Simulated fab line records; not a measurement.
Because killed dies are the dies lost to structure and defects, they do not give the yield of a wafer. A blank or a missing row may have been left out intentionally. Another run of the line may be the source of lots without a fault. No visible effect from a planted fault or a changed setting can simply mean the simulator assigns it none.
A sampling plan put to the test -- flow sky130 -- each of the 60 faults these records tell of, on one fab line, judged from the records of the lots it struck
What counts as the plan is the set of the line's own looks, namely the steps on the route at which a gauge or an inspection reads a wafer and does not change it. Where struck wafers have a number at a look and the file lists that look's usual mean and standard deviation on fault-free wafers, the look can be judged. Caught: the struck wafers' mean, at a look after the fault's first step, is 4 or more of those standard deviations (sigma) away from the usual mean. On the tool: the fault's steps, tested the same way using the tool's own readings. A different recipe on the struck wafers counts as caught too, as does a record blank only for those wafers.

## THE FAULTS, as the simulator had put them in
1. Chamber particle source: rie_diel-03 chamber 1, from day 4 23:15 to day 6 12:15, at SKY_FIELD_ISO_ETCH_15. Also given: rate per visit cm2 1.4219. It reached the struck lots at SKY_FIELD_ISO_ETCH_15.
2. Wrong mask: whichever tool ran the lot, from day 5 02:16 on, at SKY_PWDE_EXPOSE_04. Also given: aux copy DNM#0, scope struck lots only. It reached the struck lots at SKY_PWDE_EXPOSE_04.
3. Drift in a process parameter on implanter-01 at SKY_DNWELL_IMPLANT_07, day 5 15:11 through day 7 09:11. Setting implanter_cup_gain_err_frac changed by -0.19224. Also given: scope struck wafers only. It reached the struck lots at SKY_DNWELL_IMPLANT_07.
4. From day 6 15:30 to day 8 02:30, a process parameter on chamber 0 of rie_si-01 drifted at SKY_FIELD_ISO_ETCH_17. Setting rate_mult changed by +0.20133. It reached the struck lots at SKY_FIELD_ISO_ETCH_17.
5. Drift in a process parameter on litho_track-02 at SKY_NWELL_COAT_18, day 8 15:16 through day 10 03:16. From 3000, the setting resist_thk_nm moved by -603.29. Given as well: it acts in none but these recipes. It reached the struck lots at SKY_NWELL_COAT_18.
6. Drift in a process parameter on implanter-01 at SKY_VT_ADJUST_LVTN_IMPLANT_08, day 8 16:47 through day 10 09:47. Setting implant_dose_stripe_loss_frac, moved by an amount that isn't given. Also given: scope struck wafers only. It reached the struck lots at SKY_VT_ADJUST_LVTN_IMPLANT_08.
7. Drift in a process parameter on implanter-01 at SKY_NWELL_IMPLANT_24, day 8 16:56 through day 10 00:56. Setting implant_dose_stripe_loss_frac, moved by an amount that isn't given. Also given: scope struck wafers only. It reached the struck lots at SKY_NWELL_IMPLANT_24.
8. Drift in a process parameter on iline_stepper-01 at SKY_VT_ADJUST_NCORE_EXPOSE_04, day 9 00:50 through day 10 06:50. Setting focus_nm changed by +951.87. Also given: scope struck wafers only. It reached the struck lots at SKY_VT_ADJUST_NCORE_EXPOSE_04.
9. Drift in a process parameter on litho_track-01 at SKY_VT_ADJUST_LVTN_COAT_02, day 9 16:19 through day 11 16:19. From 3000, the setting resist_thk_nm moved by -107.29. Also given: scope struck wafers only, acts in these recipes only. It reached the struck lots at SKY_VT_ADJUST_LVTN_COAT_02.
10. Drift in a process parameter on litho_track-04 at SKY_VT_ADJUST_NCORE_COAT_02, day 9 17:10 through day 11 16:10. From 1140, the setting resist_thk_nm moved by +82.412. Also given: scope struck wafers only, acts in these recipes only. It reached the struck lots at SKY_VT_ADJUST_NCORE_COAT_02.
11. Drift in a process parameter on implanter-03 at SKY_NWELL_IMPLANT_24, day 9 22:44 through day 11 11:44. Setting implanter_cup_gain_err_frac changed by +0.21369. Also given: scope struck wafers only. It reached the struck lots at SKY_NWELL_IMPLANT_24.
12. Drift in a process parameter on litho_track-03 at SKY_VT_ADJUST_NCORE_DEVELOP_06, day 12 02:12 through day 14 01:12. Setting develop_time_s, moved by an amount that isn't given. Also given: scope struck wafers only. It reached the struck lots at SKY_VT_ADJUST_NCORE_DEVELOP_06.
13. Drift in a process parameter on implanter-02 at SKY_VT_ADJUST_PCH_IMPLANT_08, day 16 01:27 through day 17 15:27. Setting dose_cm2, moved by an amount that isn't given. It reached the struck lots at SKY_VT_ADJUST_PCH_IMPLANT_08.
14. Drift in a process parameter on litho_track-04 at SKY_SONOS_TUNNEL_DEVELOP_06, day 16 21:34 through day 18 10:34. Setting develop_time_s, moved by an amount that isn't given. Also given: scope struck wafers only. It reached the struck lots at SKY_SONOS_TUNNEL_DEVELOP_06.
15. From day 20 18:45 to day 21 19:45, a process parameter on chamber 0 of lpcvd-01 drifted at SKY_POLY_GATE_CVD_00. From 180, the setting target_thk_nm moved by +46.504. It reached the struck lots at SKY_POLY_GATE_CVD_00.
16. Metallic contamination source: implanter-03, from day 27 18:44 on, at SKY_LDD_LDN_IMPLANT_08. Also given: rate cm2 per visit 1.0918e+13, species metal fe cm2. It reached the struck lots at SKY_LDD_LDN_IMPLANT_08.
17. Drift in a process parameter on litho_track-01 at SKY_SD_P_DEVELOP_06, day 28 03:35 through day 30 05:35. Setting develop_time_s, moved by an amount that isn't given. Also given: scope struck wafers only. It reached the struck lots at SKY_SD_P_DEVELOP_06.
18. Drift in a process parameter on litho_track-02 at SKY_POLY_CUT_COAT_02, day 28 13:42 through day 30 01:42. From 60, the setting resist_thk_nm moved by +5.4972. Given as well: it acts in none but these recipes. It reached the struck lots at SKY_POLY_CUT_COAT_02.
19. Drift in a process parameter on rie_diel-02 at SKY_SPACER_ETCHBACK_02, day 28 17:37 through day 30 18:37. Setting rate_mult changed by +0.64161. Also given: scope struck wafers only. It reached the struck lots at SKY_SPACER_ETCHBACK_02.
20. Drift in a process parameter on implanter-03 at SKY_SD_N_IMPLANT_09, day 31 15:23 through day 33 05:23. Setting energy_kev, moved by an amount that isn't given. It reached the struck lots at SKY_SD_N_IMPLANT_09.
21. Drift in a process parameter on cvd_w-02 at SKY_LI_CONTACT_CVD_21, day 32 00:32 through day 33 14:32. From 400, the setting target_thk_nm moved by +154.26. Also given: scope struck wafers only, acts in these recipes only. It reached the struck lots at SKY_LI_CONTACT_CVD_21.
22. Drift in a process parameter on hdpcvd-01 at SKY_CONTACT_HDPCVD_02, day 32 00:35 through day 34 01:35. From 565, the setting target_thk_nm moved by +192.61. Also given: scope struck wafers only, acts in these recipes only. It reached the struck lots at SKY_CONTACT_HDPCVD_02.
23. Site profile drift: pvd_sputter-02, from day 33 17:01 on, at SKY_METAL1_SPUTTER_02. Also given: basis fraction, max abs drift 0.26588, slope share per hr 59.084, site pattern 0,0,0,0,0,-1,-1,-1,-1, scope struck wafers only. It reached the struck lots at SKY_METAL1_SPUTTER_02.
24. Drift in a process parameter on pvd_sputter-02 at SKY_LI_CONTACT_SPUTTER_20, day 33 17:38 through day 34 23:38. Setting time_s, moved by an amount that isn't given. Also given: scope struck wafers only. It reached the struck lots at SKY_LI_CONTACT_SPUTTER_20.
25. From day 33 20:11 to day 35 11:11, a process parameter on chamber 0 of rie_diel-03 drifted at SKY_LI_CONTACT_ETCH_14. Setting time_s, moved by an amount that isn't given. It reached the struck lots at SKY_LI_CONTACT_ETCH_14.
26. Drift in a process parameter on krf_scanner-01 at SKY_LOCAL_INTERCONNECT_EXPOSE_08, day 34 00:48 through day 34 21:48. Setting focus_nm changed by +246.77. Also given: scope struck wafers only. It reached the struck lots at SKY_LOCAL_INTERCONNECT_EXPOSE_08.
27. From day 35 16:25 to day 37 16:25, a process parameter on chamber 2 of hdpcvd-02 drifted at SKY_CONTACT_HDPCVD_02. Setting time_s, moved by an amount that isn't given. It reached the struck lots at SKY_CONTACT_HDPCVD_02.
28. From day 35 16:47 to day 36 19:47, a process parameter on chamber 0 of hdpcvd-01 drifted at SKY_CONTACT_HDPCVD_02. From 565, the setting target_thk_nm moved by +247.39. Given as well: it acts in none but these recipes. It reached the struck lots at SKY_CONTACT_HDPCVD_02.
29. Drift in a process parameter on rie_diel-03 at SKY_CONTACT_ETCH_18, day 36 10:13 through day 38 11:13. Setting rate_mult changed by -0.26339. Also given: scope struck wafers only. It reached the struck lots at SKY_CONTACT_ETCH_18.
30. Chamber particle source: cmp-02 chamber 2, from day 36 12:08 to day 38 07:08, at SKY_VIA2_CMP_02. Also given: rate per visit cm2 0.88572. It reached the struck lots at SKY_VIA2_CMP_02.
31. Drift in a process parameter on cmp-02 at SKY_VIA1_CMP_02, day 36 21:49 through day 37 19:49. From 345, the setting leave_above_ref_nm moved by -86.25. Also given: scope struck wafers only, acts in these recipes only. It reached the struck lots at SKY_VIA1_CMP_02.
32. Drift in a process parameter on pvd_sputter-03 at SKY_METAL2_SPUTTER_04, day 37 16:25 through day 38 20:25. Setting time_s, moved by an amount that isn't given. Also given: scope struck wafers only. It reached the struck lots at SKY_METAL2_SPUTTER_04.
33. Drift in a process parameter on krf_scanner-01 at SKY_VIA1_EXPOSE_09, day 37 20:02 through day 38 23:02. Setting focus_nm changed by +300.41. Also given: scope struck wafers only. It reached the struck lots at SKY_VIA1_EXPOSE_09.
34. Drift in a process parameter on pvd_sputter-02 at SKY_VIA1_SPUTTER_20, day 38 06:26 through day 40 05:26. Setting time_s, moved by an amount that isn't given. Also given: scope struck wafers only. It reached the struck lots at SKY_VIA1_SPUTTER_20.
35. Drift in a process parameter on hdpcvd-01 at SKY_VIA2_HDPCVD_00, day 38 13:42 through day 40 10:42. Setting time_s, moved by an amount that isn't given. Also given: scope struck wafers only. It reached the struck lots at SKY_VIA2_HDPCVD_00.
36. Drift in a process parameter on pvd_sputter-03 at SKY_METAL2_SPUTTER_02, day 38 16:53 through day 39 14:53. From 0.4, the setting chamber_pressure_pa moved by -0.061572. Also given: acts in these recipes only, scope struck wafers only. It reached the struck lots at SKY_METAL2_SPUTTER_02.
37. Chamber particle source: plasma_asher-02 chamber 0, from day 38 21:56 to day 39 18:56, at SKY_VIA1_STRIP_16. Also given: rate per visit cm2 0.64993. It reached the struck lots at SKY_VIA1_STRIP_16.
38. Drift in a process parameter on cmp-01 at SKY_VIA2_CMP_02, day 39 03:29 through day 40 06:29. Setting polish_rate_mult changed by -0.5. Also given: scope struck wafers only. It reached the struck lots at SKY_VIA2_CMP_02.
39. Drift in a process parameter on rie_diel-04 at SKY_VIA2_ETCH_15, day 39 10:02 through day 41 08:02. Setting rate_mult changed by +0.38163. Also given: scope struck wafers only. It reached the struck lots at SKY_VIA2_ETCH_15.
40. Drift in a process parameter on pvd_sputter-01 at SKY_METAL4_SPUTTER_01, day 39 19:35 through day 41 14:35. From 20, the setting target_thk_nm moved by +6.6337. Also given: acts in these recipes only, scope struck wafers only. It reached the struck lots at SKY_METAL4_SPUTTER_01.
41. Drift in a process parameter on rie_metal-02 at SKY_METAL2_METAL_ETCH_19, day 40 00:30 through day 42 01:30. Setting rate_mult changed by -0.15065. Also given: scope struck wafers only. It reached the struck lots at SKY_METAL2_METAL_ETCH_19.
42. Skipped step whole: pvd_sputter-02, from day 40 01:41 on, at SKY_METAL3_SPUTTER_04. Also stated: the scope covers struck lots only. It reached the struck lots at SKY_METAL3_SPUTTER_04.
43. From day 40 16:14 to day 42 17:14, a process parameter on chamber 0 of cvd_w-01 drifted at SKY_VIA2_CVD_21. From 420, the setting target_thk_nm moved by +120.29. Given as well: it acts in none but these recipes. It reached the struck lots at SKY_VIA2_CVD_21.
44. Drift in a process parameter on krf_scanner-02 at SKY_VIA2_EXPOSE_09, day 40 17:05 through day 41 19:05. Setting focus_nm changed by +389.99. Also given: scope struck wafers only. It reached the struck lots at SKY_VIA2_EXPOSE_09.
45. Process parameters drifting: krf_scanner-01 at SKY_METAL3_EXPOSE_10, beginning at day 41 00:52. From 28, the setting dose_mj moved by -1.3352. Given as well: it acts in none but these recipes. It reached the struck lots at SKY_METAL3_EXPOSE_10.
46. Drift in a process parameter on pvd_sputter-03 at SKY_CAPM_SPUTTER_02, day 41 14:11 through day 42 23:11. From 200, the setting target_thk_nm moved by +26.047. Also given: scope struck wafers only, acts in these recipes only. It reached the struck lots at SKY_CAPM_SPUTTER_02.
47. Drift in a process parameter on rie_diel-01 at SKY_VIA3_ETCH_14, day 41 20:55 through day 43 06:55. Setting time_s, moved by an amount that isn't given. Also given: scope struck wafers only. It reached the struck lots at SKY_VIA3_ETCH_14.
48. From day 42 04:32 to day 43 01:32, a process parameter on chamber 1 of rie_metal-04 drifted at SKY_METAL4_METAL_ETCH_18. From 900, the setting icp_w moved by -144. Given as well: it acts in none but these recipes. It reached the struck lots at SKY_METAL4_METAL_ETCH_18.
49. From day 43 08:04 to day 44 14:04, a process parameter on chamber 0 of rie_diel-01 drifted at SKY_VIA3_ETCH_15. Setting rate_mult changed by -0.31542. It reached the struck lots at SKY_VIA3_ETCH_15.
50. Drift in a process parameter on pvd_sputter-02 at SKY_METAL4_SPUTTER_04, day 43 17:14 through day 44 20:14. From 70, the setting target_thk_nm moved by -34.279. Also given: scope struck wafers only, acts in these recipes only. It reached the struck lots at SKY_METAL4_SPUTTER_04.
51. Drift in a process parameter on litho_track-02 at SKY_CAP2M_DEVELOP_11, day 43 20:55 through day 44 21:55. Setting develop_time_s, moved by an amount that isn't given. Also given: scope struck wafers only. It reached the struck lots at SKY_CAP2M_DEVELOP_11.
52. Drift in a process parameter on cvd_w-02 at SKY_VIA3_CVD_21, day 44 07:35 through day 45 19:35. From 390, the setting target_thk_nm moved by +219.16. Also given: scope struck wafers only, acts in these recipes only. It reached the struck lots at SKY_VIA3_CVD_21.
53. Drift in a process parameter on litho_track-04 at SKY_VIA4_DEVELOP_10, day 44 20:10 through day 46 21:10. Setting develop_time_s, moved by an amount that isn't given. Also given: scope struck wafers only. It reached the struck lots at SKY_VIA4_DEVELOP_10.
54. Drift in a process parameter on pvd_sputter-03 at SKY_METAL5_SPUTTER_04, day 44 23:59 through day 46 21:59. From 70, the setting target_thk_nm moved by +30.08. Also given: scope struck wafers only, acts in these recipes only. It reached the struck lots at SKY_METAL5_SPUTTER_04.
55. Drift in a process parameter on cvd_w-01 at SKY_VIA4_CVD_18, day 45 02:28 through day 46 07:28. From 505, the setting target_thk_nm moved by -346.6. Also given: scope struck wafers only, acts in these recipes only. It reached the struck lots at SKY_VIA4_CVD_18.
56. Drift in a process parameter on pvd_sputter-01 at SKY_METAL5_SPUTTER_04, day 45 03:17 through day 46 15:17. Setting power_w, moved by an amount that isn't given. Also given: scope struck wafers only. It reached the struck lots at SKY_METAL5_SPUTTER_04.
57. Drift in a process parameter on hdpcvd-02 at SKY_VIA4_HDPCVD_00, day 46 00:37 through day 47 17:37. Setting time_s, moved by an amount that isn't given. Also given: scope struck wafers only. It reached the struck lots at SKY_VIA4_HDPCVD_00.
58. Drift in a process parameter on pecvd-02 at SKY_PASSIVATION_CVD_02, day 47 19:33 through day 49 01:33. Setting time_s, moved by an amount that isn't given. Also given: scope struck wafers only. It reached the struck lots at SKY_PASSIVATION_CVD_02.
59. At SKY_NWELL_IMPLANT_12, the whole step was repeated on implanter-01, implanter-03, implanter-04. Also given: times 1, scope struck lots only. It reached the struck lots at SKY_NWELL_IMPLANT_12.
60. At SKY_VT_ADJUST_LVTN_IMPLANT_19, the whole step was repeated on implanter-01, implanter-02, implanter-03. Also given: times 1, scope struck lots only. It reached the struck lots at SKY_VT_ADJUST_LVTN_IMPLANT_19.

## WHAT THE PLAN SAW
fault,on the tool itself,first look that catches it,"reading, sigma",median hours from its first step to that look,hours from the fault's start to the first struck lot there,judged looks passed uncaught
1,under 2 sigma,no look after it can be judged,-,-,-,0
2,no reading that can be judged,SKY_PWDE_TW_MEAS_10,PWDE_TW -99 or beyond,8.8,12,0
3,no reading that can be judged,SKY_DNWELL_TW_MEAS_09,DNWELL_TW +8.1,0.2,7,0
4,oes_product_au +16 sigma,none of the 2 looks that can be judged after it,-,-,-,2
5,under 2 sigma,none of the 2 looks that can be judged after it,-,-,-,2
6,under 2 sigma,SKY_VT_ADJUST_LVTN_TW_MEAS_10,VT_ADJUST_LVTN_TW -21,0.2,3,0
7,under 2 sigma,SKY_NWELL_TW_MEAS_26,NWELL_2_TW -10,0.2,25,0
8,under 2 sigma,SKY_VT_ADJUST_NCORE_CD_MEAS_07,cd_nm -8.8,9.5,11,0
9,no reading that can be judged,no look after it can be judged,-,-,-,0
10,under 2 sigma,none of the 2 looks that can be judged after it,"strongest: cd_nm at SKY_VT_ADJUST_NCORE_CD_MEAS_07, -3.2",-,-,2
11,faraday_current_uA +10 sigma,SKY_NWELL_TW_MEAS_26,NWELL_2_TW -8.7,0.2,13,0
12,under 2 sigma,not the one look that can be judged after it,"strongest: cd_nm at SKY_VT_ADJUST_NCORE_CD_MEAS_07, -3.5",-,-,1
13,dose_ions_cm2 -99 or beyond sigma,SKY_VT_ADJUST_PCH_TW_MEAS_10,VT_ADJUST_PCH_TW -7.5,0.2,11,0
14,under 2 sigma,SKY_SONOS_TUNNEL_CD_MEAS_07,cd_nm +4.1,0.1,4,0
15,under 2 sigma,SKY_POLY_GATE_THK_MEAS_01,POLY_GATE_CVD_00_THK +36,1.2,14,0
16,under 2 sigma,no look after it can be judged,-,-,-,0
17,under 2 sigma,none of the 2 looks that can be judged after it,"strongest: cd_nm at SKY_SD_P_CD_MEAS_07, +3.4",-,-,2
18,no reading that can be judged,no look after it can be judged,-,-,-,0
19,under 2 sigma,no look after it can be judged,-,-,-,0
20,beam_energy_keV -99 or beyond sigma,SKY_SD_N_TW_MEAS_12,SD_N_TW -8.5,0.4,9,0
21,under 2 sigma,SKY_LI_CONTACT_RS_MEAS_22,LI_CONTACT_W_RS -21,0.1,29,0
22,no reading that can be judged,SKY_CONTACT_THK_MEAS_03,CONTACT_HDPCVD_THK +30,0.1,17,0
23,under 2 sigma,SKY_METAL1_RS_MEAS_05,METAL1_ALCU_RS +20,0.1,44,0
24,under 2 sigma,no look after it can be judged,-,-,-,0
25,run_length_s -86 sigma,no look after it can be judged,-,-,-,0
26,under 2 sigma,SKY_LOCAL_INTERCONNECT_CD_MEAS_11,cd_nm -23,13.0,17,0
27,run_length_s -14 sigma,SKY_CONTACT_THK_MEAS_03,CONTACT_HDPCVD_THK -8.5,0.1,1,0
28,no reading that can be judged,SKY_CONTACT_THK_MEAS_03,CONTACT_HDPCVD_THK +39,0.1,7,0
29,only faintly: oes_product_au -2.5 sigma,no look after it can be judged,-,-,-,0
30,under 2 sigma,not the one look that can be judged after it,-,-,-,1
31,under 2 sigma,not the one look that can be judged after it,-,-,-,1
32,under 2 sigma,none of the 4 looks that can be judged after it,-,-,-,4
33,no reading that can be judged,SKY_VIA1_CD_MEAS_12,cd_nm -30,12.5,17,0
34,under 2 sigma,no look after it can be judged,-,-,-,0
35,run_length_s -10 sigma,SKY_VIA2_THK_MEAS_01,VIA2_HDPCVD_THK -4.4,0.1,27,0
36,chamber_pressure_pa -58 sigma,none of the 4 looks that can be judged after it,-,-,-,4
37,under 2 sigma,no look after it can be judged,-,-,-,0
38,under 2 sigma,not the one look that can be judged after it,-,-,-,1
39,under 2 sigma,no look after it can be judged,-,-,-,0
40,under 2 sigma,no look after it can be judged,-,-,-,0
41,under 2 sigma,no look after it can be judged,-,-,-,0
42,the tool's record is blank for the struck wafers,not the one look that can be judged after it,-,-,-,1
43,under 2 sigma,SKY_VIA2_RS_MEAS_22,VIA2_W_RS -15,0.1,7,0
44,no reading that can be judged,SKY_VIA2_CD_MEAS_12,cd_nm -35,11.1,12,0
45,exposure_dose_mJ_cm2 -28 sigma,not the one look that can be judged after it,"strongest: cd_nm at SKY_METAL3_CD_MEAS_13, +3.7",-,-,1
46,under 2 sigma,SKY_CAPM_RS_MEAS_03,CAPM_TIN_RS -12,0.1,1,0
47,oes_product_au +24 sigma,no look after it can be judged,-,-,-,0
48,rf_fwd_power_W -51 sigma,no look after it can be judged,-,-,-,0
49,oes_product_au -33 sigma,no look after it can be judged,-,-,-,0
50,under 2 sigma,not the one look that can be judged after it,-,-,-,1
51,no reading that can be judged,not the one look that can be judged after it,-,-,-,1
52,under 2 sigma,SKY_VIA3_RS_MEAS_22,VIA3_W_RS -27,0.2,2,0
53,under 2 sigma,not the one look that can be judged after it,-,-,-,1
54,under 2 sigma,SKY_METAL5_THK_MEAS_06,METAL5_ALCU_THK -4.9,0.2,25,0
55,under 2 sigma,SKY_VIA4_RS_MEAS_19,VIA4_W_RS +99 or beyond,0.2,24,0
56,cathode_dc_power_W -99 or beyond sigma,none of the 2 looks that can be judged after it,"strongest: METAL5_ALCU_THK at SKY_METAL5_THK_MEAS_06, +2.1",-,-,2
57,run_length_s -99 or beyond sigma,SKY_VIA4_THK_MEAS_01,VIA4_HDPCVD_THK -24,0.2,2,0
58,under 2 sigma,SKY_PASSIVATION_THK_MEAS_03,PASSIVATION_CVD_02_THK +8.9,0.2,6,0
59,no reading that can be judged,SKY_NWELL_RS_MEAS_29,NWELL_RS -18,20.4,-,1
60,under 2 sigma,SKY_VT_ADJUST_LVTN_TW_MEAS_21,VT_ADJUST_LVTN_2_TW +52,0.6,-,0
Dash: fault not caught, or number not given in these records.

Caught at a look: 28 of 60. Caught on the tool: 15 of 60. By one or the other: 37 of 60.
Caught on the tool alone: faults 4, 25, 36, 42, 45, 47, 48, 49, 56.
Caught at a look alone: faults 2, 3, 6, 7, 8, 14, 15, 21, 22, 23, 26, 28, 33, 43, 44, 46, 52, 54, 55, 58, 59, 60.
Caught by neither: faults 1, 5, 9, 10, 12, 16, 17, 18, 19, 24, 29, 30, 31, 32, 34, 37, 38, 39, 40, 41, 50, 51, 53.

## THINNER SAMPLING
In the worst case, this is how late the first struck lot would be measured if the look that catches a fault measured only every second or every third lot, by lot number:
fault,"struck lots at that look, in order of time",every lot,every second lot,every third lot
2,L620,12 h,may miss it,may miss it
3,"L496, L501",7 h,23 h,may miss all 2
6,"L524, L526, L528",3 h,may miss all 3,36 h
7,"L886, L885",25 h,28 h,may miss all 2
8,"L616, L617, L619",11 h,20 h,may miss all 3
11,"L795, L796, L797",13 h,20 h,25 h
13,"L771, L772",11 h,21 h,may miss all 2
14,"L729, L730",4 h,20 h,may miss all 2
15,L265,14 h,may miss it,may miss it
20,"L203, L204, L205",9 h,9 h,19 h
21,"L808, L809",29 h,29 h,may miss all 2
22,L546,17 h,may miss it,may miss it
23,L448,44 h,may miss it,may miss it
26,"L427, L429, L430",17 h,32 h,may miss all 3
27,"L876, L881",1 h,41 h,may miss all 2
28,L722,7 h,may miss it,may miss it
33,"L513, L518",17 h,38 h,may miss all 2
35,L403,27 h,may miss it,may miss it
43,"L869, L871",7 h,may miss all 2,may miss all 2
44,"L267, L269, L268",12 h,20 h,20 h
46,"L994, L996",1 h,may miss all 2,may miss all 2
52,"L843, L844, L846",2 h,10 h,may miss all 3
54,"L827, L829, L830",25 h,40 h,may miss all 3
55,L441,24 h,may miss it,may miss it
57,L845,2 h,may miss it,may miss it
58,"L617, L619",6 h,may miss all 2,may miss all 2
Hours are from the fault's start to the first struck lot that is measured. Since the struck wafers were tested as one group against 4 sigma, a single lot by itself may lie under the limit. Other struck lots may not be in these records.

## THE LONGEST TIMED WAY FROM STEP TO LOOK
For fault 59, SKY_NWELL_IMPLANT_12 and SKY_NWELL_RS_MEAS_29 are separated by a median of 20.4 hours. The look between them that can be judged stayed within 4 sigma: SKY_NWELL_TW_MEAS_15.
